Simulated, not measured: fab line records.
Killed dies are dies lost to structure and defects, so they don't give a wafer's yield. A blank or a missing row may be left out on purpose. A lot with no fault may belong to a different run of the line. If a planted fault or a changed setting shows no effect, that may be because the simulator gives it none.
2 desks, one fault ; flow gf180mcu ; each desk holds nothing but its own numbers, with what lay behind them at the end

FROM THE METROLOGY DESK
Means of the sampled wafers that have a number, per lot and without regard to the tool the lot ran on: this is what the gauges read. Marked OUT: a lot whose mean sits more than 4 standard deviations from the usual mean, which makes it out of limits; the brackets give that distance.
Columns: A = MIM_CVD_05_THK at GF_MIM_THK_MEAS_06, usual 42.0 nm; B = MIM_ALCU_RS at GF_MIM_RS_MEAS_10, usual 0.1603 ohm/sq
lot;first seen here;A;B
L912;day 24 16:10;41.7;0.1605
L913;day 24 22:29;42.3;0.1596
L914;day 25 03:31;41.7;0.1610
L915;day 25 10:29;41.1;0.1625
L916;day 25 21:56;41.3;0.1605
L925;day 28 20:13;42.6;0.1598
L926;day 29 03:35;42.4;0.1601
L927;day 29 10:08;41.2;0.1617
L931;day 30 09:11;42.1;0.1629
L932;day 30 21:26;41.8;0.1580
L933;day 31 01:43;41.9;0.1627
L934;day 31 12:00;42.3;0.1603
This desk's finding: nothing out of limits on any of the 12 lots.

AT THE TOOL OWNER'S DESK: pecvd-04
The tool's own readings at GF_MIM_CVD_05 (deposits Si3N4, target thk 42 nm, time 29.086 s): means of the sampled wafers that have a number, for each lot that ran on this tool. Marked OUT: a lot whose mean sits more than 4 standard deviations from the usual mean, which makes it out of limits; the brackets give that distance.
Columns: A = heater_power_w at GF_MIM_CVD_05, usual 606 W; B = run_length_s at GF_MIM_CVD_05, usual 56.9 s
lot;first seen here;A;B
L912;day 24 16:08;562;57.1
L914;day 25 03:29;529;57.3
L915;day 25 10:26;627;56.6
L916;day 25 21:54;524;56.4
L931;day 30 09:08;553;56.8
This desk's finding: nothing out of limits on any of the 5 lots.

BROUGHT TOGETHER
From the metrology desk's view, nothing was out of limits.
Nothing out of limits was seen by the tool owner's desk.

WHAT THE SIMULATOR HAD INSERTED
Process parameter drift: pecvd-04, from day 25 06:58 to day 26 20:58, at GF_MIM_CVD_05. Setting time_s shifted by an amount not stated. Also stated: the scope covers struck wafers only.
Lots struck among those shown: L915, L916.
